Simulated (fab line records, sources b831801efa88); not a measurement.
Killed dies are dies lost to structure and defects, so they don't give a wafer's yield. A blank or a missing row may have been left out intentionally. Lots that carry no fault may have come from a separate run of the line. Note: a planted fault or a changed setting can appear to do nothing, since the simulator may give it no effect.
Which tool was responsible? ; flow gf180mcu ; 12 lots with 34 wafers sampled at 5 steps, on a route of 602 steps

WHAT THE GAUGES SHOWED, per wafer
GF_V2_BOW_MEAS_05. Usual: V2_BOW 101 um, standard deviation 8.7.
lot;measured;on;V2_BOW (um);flag
L651;day 19 04:58;film metro-01;84 86 89;
L653;day 20 04:21;film metro-03;100 102 108;
L655;day 21 04:22;film metro-03;116 112 120;
L658;day 22 04:41;film metro-03;106 107 99;
L662;day 23 12:20;film metro-04;92 111 96;
L665;day 24 12:04;film metro-01;103 105;
L667;day 25 08:51;film metro-01;91 88;
L668;day 25 18:36;film metro-04;115 95 99;
L670;day 26 11:57;film metro-04;99 105 105;
L671;day 26 12:46;film metro-03;96 89 96;
L672;day 26 21:47;film metro-04;87 100 91;
L674;day 27 13:28;film metro-03;96 92 121;

GF_PASSIVATION_THK_MEAS_01. Usual: PASSIVATION_CVD_00_THK 1003 nm, standard deviation 14.
lot;measured;on;PASSIVATION_CVD_00_THK (nm);flag
L651;day 28 02:46;film metro-03;967 1001 981;
L653;day 29 00:17;film metro-01;992 996 994;
L655;day 29 19:34;film metro-01;1007 990 1020;
L658;day 30 14:04;film metro-01;999 1021 1016;
L662;day 31 14:53;film metro-03;1594 1014 1622 1592 1014 1623;OFF
L665;day 32 08:59;film metro-01;1592 1613 1592 1612;OFF
L667;day 33 02:10;film metro-01;1588 1609 1590 1607;OFF
L668;day 33 08:51;film metro-01;988 1005 1009;
L670;day 33 20:56;film metro-01;975 1001 1001;
L671;day 34 02:08;film metro-04;981 1014 989;
L672;day 34 05:18;film metro-03;1010 1021 1003;
L674;day 34 16:32;film metro-03;996 994 1014;

WHICH TOOL RAN EACH LOT (tool, then ch and the chambers of the sampled wafers, then the start)
lot;GF_V2_ETCH_16;GF_M3_SPUTTER_02;GF_PASSIVATION_CVD_00
L651;rie diel-04 ch 1,2,3, day 20 05:23;pvd sputter-02, day 20 06:54;pecvd-03 ch 1,2, day 28 02:41
L653;rie diel-02 ch 0,2,3, day 21 05:08;pvd sputter-01, day 21 06:37;pecvd-02 ch 1,2, day 29 00:13
L655;rie diel-02 ch 1,2, day 22 04:52;pvd sputter-04, day 22 06:23;pecvd-02 ch 0,1, day 29 19:29
L658;rie diel-02 ch 0,1,2, day 23 04:25;pvd sputter-04, day 23 06:01;pecvd-02 ch 1, day 30 13:57
L662;rie diel-02 ch 0,2,3, day 24 11:22;pvd sputter-02, day 24 12:56;pecvd-02 ch 0,1, day 31 14:48
L665;rie diel-04 ch 1,2, day 25 09:59;pvd sputter-02, day 25 11:28;pecvd-02 ch 0,1, day 32 08:54
L667;rie diel-01 ch 0,2, day 26 06:02;pvd sputter-01, day 26 07:55;pecvd-02 ch 0, day 33 02:05
L668;rie diel-04 ch 0,1, day 26 15:37;pvd sputter-02, day 26 17:10;pecvd-03 ch 0,1,2, day 33 08:45
L670;rie diel-01 ch 0,1, day 27 08:49;pvd sputter-02, day 27 10:39;pecvd-03 ch 0,1,2, day 33 20:50
L671;rie diel-02 ch 0,2, day 27 09:25;pvd sputter-04, day 27 11:20;pecvd-03 ch 0,1,2, day 34 02:02
L672;rie diel-04 ch 0,1,3, day 27 18:49;pvd sputter-01, day 27 20:18;pecvd-03 ch 0,1, day 34 05:13
L674;rie diel-01 ch 0,1,2, day 28 09:28;pvd sputter-02, day 28 10:59;pecvd-01 ch 1,2, day 34 16:27
- GF_V2_ETCH_16: etches BARC in N2/H2.
- GF_M3_SPUTTER_02: material AlCu, target thk 450 nm, time 23.9 s.
- GF_PASSIVATION_CVD_00: deposits SiO2 from TEOS, target thk 1000 nm, time 111.95 s.

AS READ BY THE TOOLS THEMSELVES (means over the sampled wafers that have a number; for cases with no such wafer, the mark the record gives instead)
GF_V2_ETCH_16. Usual: bias w 100.0 W, standard deviation 0.32; drypump motor current A 5.7 A, standard deviation 0.35; oes product au 0.856 a.u., standard deviation 0.0046; throttle valve pct 13.223 %, standard deviation 0.0094.
lot;tool;bias w (W);drypump motor current A (A);oes product au (a.u.);throttle valve pct (%);flag
L651;rie diel-04;99.9;5.4;0.853;13.234;
L653;rie diel-02;100.2;5.6;0.861;13.219;
L655;rie diel-02;100.1;5.8;0.854;13.223;
L658;rie diel-02;99.5;5.7;0.857;13.221;
L662;rie diel-02;99.8;5.6;0.856;13.220;
L665;rie diel-04;100.2;5.2;0.864;13.223;
L667;rie diel-01;99.8;5.8;0.857;13.227;
L668;rie diel-04;100.2;5.9;0.856;13.229;
L670;rie diel-01;100.0;6.1;0.854;13.222;
L671;rie diel-02;100.2;5.5;0.859;13.220;
L672;rie diel-04;99.7;5.8;0.855;13.228;
L674;rie diel-01;99.6;5.9;0.859;13.223;

GF_M3_SPUTTER_02. Usual: throttle valve pct at 30.1 %, with a standard deviation of 0.73.
lot;tool;throttle valve pct (%);flag
L651;pvd sputter-02;29.9;
L653;pvd sputter-01;29.9;
L655;pvd sputter-04;29.7;
L658;pvd sputter-04;30.2;
L662;pvd sputter-02;29.9;
L665;pvd sputter-02;29.1;
L667;pvd sputter-01;29.5;
L668;pvd sputter-02;30.3;
L670;pvd sputter-02;29.9;
L671;pvd sputter-04;30.1;
L672;pvd sputter-01;29.7;
L674;pvd sputter-02;30.5;

GF_PASSIVATION_CVD_00. Usual: heater power outer w 402 W, standard deviation 60; heater power w 705 W, standard deviation 86.
lot;tool;heater power outer w (W);heater power w (W);flag
L651;pecvd-03;396;714;
L653;pecvd-02;422;743;
L655;pecvd-02;442;817;
L658;pecvd-02;490;865;
L662;pecvd-02;430;812;
L665;pecvd-02;430;788;
L667;pecvd-02;352;700;
L668;pecvd-03;338;610;
L670;pecvd-03;375;664;
L671;pecvd-03;345;631;
L672;pecvd-03;379;672;
L674;pecvd-01;399;641;

THE ANSWER, worked out from the rows above alone
Rule: lot off if the mean of its wafers having a number is beyond 3 standard deviations from the usual mean. Also off: a lot with no number at a reading for which 4 or more lots have one. Where the step has rows for the other lots, those lots are counted as sound. After the gauges, taken in route order, come the tools' own readings; for these a lot's mean is taken, as printed above. At the first step where some lot is off, the reading lying furthest off is the one used; lots without a number count as furthest.
Off: L662, L665, L667, at GF_PASSIVATION_THK_MEAS_01 (PASSIVATION_CVD_00_THK).
If a tool, at a process step before that reading, ran all the lots that are off and no sound lot after the first of them, it fits. Those tools and the gauges at GF_PASSIVATION_THK_MEAS_01 are tried in the same way. One candidate fits, namely pecvd-02 at GF_PASSIVATION_CVD_00. A fault onset in the window from L658 (day 30 13:57, its last sound lot) to L662 (day 31 14:48, its first lot off) fits.

WHAT THE SIMULATOR HAD PUT IN
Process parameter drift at GF_PASSIVATION_CVD_00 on pecvd-02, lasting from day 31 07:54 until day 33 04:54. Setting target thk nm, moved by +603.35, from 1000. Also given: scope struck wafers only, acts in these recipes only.
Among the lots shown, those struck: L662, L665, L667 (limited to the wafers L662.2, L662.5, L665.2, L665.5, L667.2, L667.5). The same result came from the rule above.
